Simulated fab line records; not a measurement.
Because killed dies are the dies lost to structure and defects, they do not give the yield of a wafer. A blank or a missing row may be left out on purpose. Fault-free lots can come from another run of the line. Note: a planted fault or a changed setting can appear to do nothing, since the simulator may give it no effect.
The tool behind it: which one? :: flow gf180mcu :: Sampling: 13 lots, 39 wafers, 4 of 602 route steps

WHAT THE GAUGES SHOWED, per wafer
GF_V1_BOW_MEAS_05.
lot: L605
measured: day 17 07:15
on: film-metro-01
V1_BOW (um): 72 66 75

lot: L606
measured: day 17 15:10
on: film-metro-01
V1_BOW (um): 88 77 76

lot: L608
measured: day 18 01:47
on: film-metro-04
V1_BOW (um): 81 80 72

lot: L607
measured: day 18 02:23
on: film-metro-01
V1_BOW (um): 78 80 82

lot: L609
measured: day 18 19:43
on: film-metro-04
V1_BOW (um): 85 82 71

lot: L610
measured: day 18 21:31
on: film-metro-01
V1_BOW (um): 90 74 85

lot: L611
measured: day 19 05:55
on: film-metro-02
V1_BOW (um): 87 74 84

lot: L615
measured: day 20 17:17
on: film-metro-01
V1_BOW (um): 88 85 87

lot: L625
measured: day 24 14:54
on: film-metro-02
V1_BOW (um): 90 93 93

lot: L627
measured: day 25 01:10
on: film-metro-01
V1_BOW (um): 84 77 77

lot: L626
measured: day 25 04:19
on: film-metro-01
V1_BOW (um): 84 67 88

lot: L628
measured: day 25 10:14
on: film-metro-01
V1_BOW (um): 82 82 86

GF_V1_CD_MEAS_14 targets a cd of 260 nm.
lot: L605
measured: day 18 07:01
on: cd-sem-02
cd-nm (nm): 262.6 260.9 261.9

lot: L606
measured: day 18 14:51
on: cd-sem-01
cd-nm (nm): 257.3 259.4 257.9

lot: L608
measured: day 19 01:22
on: cd-sem-01
cd-nm (nm): 260.4 260.2 261.0

lot: L607
measured: day 19 02:03
on: cd-sem-01
cd-nm (nm): 261.1 259.8 259.9

lot: L609
measured: day 19 20:06
on: cd-sem-02
cd-nm (nm): 260.5 261.5 261.8

lot: L610
measured: day 19 21:53
on: cd-sem-01
cd-nm (nm): 261.9 262.2 262.2

lot: L611
measured: day 20 06:25
on: cd-sem-01
cd-nm (nm): 260.0 261.5 260.4

lot: L615
measured: day 21 17:29
on: cd-sem-02
cd-nm (nm): 261.1 260.0 258.5

lot: L625
measured: day 25 12:58
on: cd-sem-02
cd-nm (nm): 259.8 260.5 262.1

lot: L627
measured: day 25 23:25
on: cd-sem-02
cd-nm (nm): 258.4 259.8 258.5

lot: L626
measured: day 26 02:25
on: cd-sem-02
cd-nm (nm): 262.0 260.8 261.1

lot: L628
measured: day 26 06:49
on: cd-sem-02
cd-nm (nm): 260.7 260.0 259.4

WHAT TOOL EACH LOT RAN ON (gives the tool, then ch and the chambers of the sampled wafers, and finally the start)
lot: L605
GF_HV_LDD_STRIP_49: plasma-asher-04 ch 0,1, day 12 05:35
GF_NSD_STRIP_11: plasma-asher-03 ch 0,1, day 13 11:37

lot: L606
GF_HV_LDD_STRIP_49: plasma-asher-01 ch 0,1, day 12 18:10
GF_NSD_STRIP_11: plasma-asher-04 ch 0,1, day 13 17:47

lot: L608
GF_HV_LDD_STRIP_49: plasma-asher-04 ch 0,1, day 13 02:49
GF_NSD_STRIP_11: plasma-asher-04 ch 0,1, day 14 04:08

lot: L607
GF_HV_LDD_STRIP_49: plasma-asher-02 ch 0,1, day 13 03:38
GF_NSD_STRIP_11: plasma-asher-02 ch 0,1, day 14 04:11

lot: L609
GF_HV_LDD_STRIP_49: plasma-asher-04 ch 1, day 13 20:34
GF_NSD_STRIP_11: plasma-asher-04 ch 0, day 14 20:16

lot: L610
GF_HV_LDD_STRIP_49: plasma-asher-04 ch 0,1, day 13 20:53
GF_NSD_STRIP_11: plasma-asher-03 ch 0,1, day 14 21:16

lot: L611
GF_HV_LDD_STRIP_49: plasma-asher-02 ch 0,1, day 14 05:38
GF_NSD_STRIP_11: plasma-asher-03 ch 0,1, day 15 06:07

lot: L615
GF_HV_LDD_STRIP_49: plasma-asher-04 ch 0,1, day 15 11:10
GF_NSD_STRIP_11: plasma-asher-03 ch 0,1, day 16 13:40

lot: L618
GF_HV_LDD_STRIP_49: plasma-asher-02 ch 0,1, day 16 15:05
GF_NSD_STRIP_11: -

lot: L625
GF_HV_LDD_STRIP_49: plasma-asher-02 ch 0,1, day 19 10:26
GF_NSD_STRIP_11: plasma-asher-04 ch 0,1, day 20 15:02

lot: L627
GF_HV_LDD_STRIP_49: plasma-asher-04 ch 0,1, day 20 00:02
GF_NSD_STRIP_11: plasma-asher-04 ch 0,1, day 21 02:54

lot: L626
GF_HV_LDD_STRIP_49: plasma-asher-02 ch 0,1, day 20 02:14
GF_NSD_STRIP_11: plasma-asher-04 ch 1, day 21 05:17

lot: L628
GF_HV_LDD_STRIP_49: plasma-asher-04 ch 0,1, day 20 09:17
GF_NSD_STRIP_11: plasma-asher-04 ch 0,1, day 21 11:53
- GF_HV_LDD_STRIP_49: strips in O2/N2.
- GF_NSD_STRIP_11: strips in O2/N2.

WHAT THE TOOLS THEMSELVES READ (means of the sampled wafers that have a number; where no wafer has one, the mark that the record gives instead)
GF_HV_LDD_STRIP_49.
lot: L605
tool: plasma-asher-04
drypump-motor-current-A (A): 5.1
heater-power-w (W): 349
oes-product-au (a.u.): 0.717
strip-time-to-endpoint-s (s): 12.70

lot: L606
tool: plasma-asher-01
drypump-motor-current-A (A): 5.6
heater-power-w (W): 304
oes-product-au (a.u.): 0.716
strip-time-to-endpoint-s (s): 12.63

lot: L608
tool: plasma-asher-04
drypump-motor-current-A (A): 5.1
heater-power-w (W): 350
oes-product-au (a.u.): 0.716
strip-time-to-endpoint-s (s): 12.57

lot: L607
tool: plasma-asher-02
drypump-motor-current-A (A): 5.6
heater-power-w (W): 435
oes-product-au (a.u.): 0.717
strip-time-to-endpoint-s (s): 12.61

lot: L609
tool: plasma-asher-04
drypump-motor-current-A (A): 4.7
heater-power-w (W): 388
oes-product-au (a.u.): 0.715
strip-time-to-endpoint-s (s): 12.62

lot: L610
tool: plasma-asher-04
drypump-motor-current-A (A): 5.1
heater-power-w (W): 343
oes-product-au (a.u.): 0.718
strip-time-to-endpoint-s (s): 12.60

lot: L611
tool: plasma-asher-02
drypump-motor-current-A (A): 5.6
heater-power-w (W): 438
oes-product-au (a.u.): 0.717
strip-time-to-endpoint-s (s): 12.62

lot: L615
tool: plasma-asher-04
drypump-motor-current-A (A): 5.4
heater-power-w (W): 309
oes-product-au (a.u.): 0.719
strip-time-to-endpoint-s (s): 12.66

lot: L618
tool: plasma-asher-02
drypump-motor-current-A (A): 5.3
heater-power-w (W): 385
oes-product-au (a.u.): 0.930
strip-time-to-endpoint-s (s): -

lot: L625
tool: plasma-asher-02
drypump-motor-current-A (A): 5.6
heater-power-w (W): 432
oes-product-au (a.u.): 0.715
strip-time-to-endpoint-s (s): 12.63

lot: L627
tool: plasma-asher-04
drypump-motor-current-A (A): 5.1
heater-power-w (W): 343
oes-product-au (a.u.): 0.717
strip-time-to-endpoint-s (s): 12.59

lot: L626
tool: plasma-asher-02
drypump-motor-current-A (A): 5.6
heater-power-w (W): 439
oes-product-au (a.u.): 0.715
strip-time-to-endpoint-s (s): 12.62

lot: L628
tool: plasma-asher-04
drypump-motor-current-A (A): 5.1
heater-power-w (W): 350
oes-product-au (a.u.): 0.715
strip-time-to-endpoint-s (s): 12.61

GF_NSD_STRIP_11.
lot: L605
tool: plasma-asher-03
drypump-motor-current-A (A): 5.9
heater-power-w (W): 330
oes-product-au (a.u.): 0.488
strip-time-to-endpoint-s (s): 22.98

lot: L606
tool: plasma-asher-04
drypump-motor-current-A (A): 5.1
heater-power-w (W): 347
oes-product-au (a.u.): 0.492
strip-time-to-endpoint-s (s): 23.04

lot: L608
tool: plasma-asher-04
drypump-motor-current-A (A): 5.1
heater-power-w (W): 346
oes-product-au (a.u.): 0.485
strip-time-to-endpoint-s (s): 22.97

lot: L607
tool: plasma-asher-02
drypump-motor-current-A (A): 5.6
heater-power-w (W): 426
oes-product-au (a.u.): 0.482
strip-time-to-endpoint-s (s): 22.92

lot: L609
tool: plasma-asher-04
drypump-motor-current-A (A): 5.8
heater-power-w (W): 274
oes-product-au (a.u.): 0.490
strip-time-to-endpoint-s (s): 22.97

lot: L610
tool: plasma-asher-03
drypump-motor-current-A (A): 5.9
heater-power-w (W): 330
oes-product-au (a.u.): 0.490
strip-time-to-endpoint-s (s): 22.98

lot: L611
tool: plasma-asher-03
drypump-motor-current-A (A): 5.9
heater-power-w (W): 330
oes-product-au (a.u.): 0.482
strip-time-to-endpoint-s (s): 22.97

lot: L615
tool: plasma-asher-03
drypump-motor-current-A (A): 6.0
heater-power-w (W): 329
oes-product-au (a.u.): 0.490
strip-time-to-endpoint-s (s): 22.88

lot: L625
tool: plasma-asher-04
drypump-motor-current-A (A): 5.4
heater-power-w (W): 308
oes-product-au (a.u.): 0.489
strip-time-to-endpoint-s (s): 22.97

lot: L627
tool: plasma-asher-04
drypump-motor-current-A (A): 5.4
heater-power-w (W): 315
oes-product-au (a.u.): 0.483
strip-time-to-endpoint-s (s): 23.01

lot: L626
tool: plasma-asher-04
drypump-motor-current-A (A): 4.7
heater-power-w (W): 384
oes-product-au (a.u.): 0.489
strip-time-to-endpoint-s (s): 22.98

lot: L628
tool: plasma-asher-04
drypump-motor-current-A (A): 5.4
heater-power-w (W): 308
oes-product-au (a.u.): 0.489
strip-time-to-endpoint-s (s): 22.95

THE ANSWER, worked out from the rows above alone
Rule: usual is defined by the lots themselves. Put in order of their means at a reading, lots are off if they are a third of the lots or fewer, leave a main group of 4 or more, and stand apart from it by a gap of 3 or more times the standard deviation of the main group's means; of several such gaps the widest counts. Not used: any main group whose means are identical at the precision the tables above print for the reading. A lot without any number at a reading at which 4 lots or more have one is off too. Any other lot the step has rows for is counted as sound. First the gauges in route order, then the tools' own readings, where a lot's mean is used as printed above. At the first step where some lot is off, the reading lying furthest off is the one used; lots without a number count as furthest.
Off, at GF_HV_LDD_STRIP_49 on strip-time-to-endpoint-s: L618. Without a number there: L618. For the main group the mean is 12.62 s and the standard deviation 0.032.
If a tool, at that step or one of the process steps before it, ran each lot that is off and ran no sound lot following the first of them, it fits. No candidate that was tried fits.

WHAT THE SIMULATOR HAD PUT IN
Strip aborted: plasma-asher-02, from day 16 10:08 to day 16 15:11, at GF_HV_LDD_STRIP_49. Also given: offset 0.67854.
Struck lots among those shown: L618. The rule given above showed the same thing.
